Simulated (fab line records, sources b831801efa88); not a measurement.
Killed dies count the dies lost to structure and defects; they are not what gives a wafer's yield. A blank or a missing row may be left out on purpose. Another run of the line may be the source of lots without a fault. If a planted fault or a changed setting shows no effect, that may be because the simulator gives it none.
2 desks looking at one fault || flow sky130 || what lay behind the numbers comes last; until then each desk has only its own

METROLOGY DESK
Means of the sampled wafers that have a number, per lot and without regard to the tool the lot ran on: this is what the gauges read. A lot is out of limits, marked OUT, if its mean lies more than 4 standard deviations from the usual mean; the brackets give that distance.
Columns: A = VIA4_W_RS at SKY_VIA4_RS_MEAS_19, usual 0.2269 ohm/sq; B = VIA4_W_THK at SKY_VIA4_THK_MEAS_20, usual 503 nm; C = METAL5_ALCU_RS at SKY_METAL5_RS_MEAS_05, usual 0.0271 ohm/sq; D = METAL5_ALCU_THK at SKY_METAL5_THK_MEAS_06, usual 1153 nm
{"lot": "L707", "first seen here": "day 43 07:35", "A": 0.2289, "B": 501, "C": 0.0271, "D": 1149}
{"lot": "L720", "first seen here": "day 46 15:55", "A": 0.2263, "B": 510, "C": 0.0268, "D": 1174}
{"lot": "L722", "first seen here": "day 46 18:59", "A": 0.2281, "B": 496, "C": 0.0271, "D": 1151}
{"lot": "L721", "first seen here": "day 46 20:44", "A": 0.2276, "B": 497, "C": 0.0272, "D": 1156}
{"lot": "L727", "first seen here": "day 48 05:25", "A": 0.2249, "B": 496, "C": 0.0269, "D": 1160}
{"lot": "L728", "first seen here": "day 48 05:47", "A": 0.2287, "B": 503, "C": 0.0267, "D": 1172}
This desk's verdict: no lot among the 6 shows anything out of limits.

FOR THE TOOL OWNER'S DESK: pvdSputter-01
The tool's own readings at SKY_METAL5_SPUTTER_04 (material TiN, target thk 70 nm, time 58.3 s): means of the sampled wafers that have a number, for each lot that ran on this tool. A lot is out of limits, marked OUT, if its mean lies more than 4 standard deviations from the usual mean; the brackets give that distance.
Columns: A = cathodeDcPowerW at SKY_METAL5_SPUTTER_04, usual 6500.1 W; B = throttleValvePct at SKY_METAL5_SPUTTER_04, usual 30.5 %
{"lot": "L707", "first seen here": "day 43 08:12", "A": 6500.7, "B": 30.6}
{"lot": "L720", "first seen here": "day 46 16:31", "A": "6331.3 (-99 or more) OUT", "B": 30.8}
{"lot": "L721", "first seen here": "day 46 21:20", "A": "6415.1 (-77) OUT", "B": 30.2}
This desk finds L720, L721 out of limits, L720 being first, at day 46 16:31 (cathodeDcPowerW at SKY_METAL5_SPUTTER_04). L707: within limits.

PUT TOGETHER
An alarm could have come from the tool owner's desk at day 46 16:31, on L720, L721.
Metrology desk: nothing out of limits seen.
The metrology desk holds a record of L720, L721, inside its limits.
All the named lots went through SKY_METAL5_SPUTTER_04 on pvdSputter-01.

WHAT HAD BEEN PUT IN BY THE SIMULATOR
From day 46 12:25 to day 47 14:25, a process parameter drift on pvdSputter-01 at SKY_METAL5_SPUTTER_04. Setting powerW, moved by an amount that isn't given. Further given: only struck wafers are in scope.
Lots struck among those shown: L720, L721.
Each desk's first reading out of limits, in hours after the fault started: the tool owner's desk, 4.
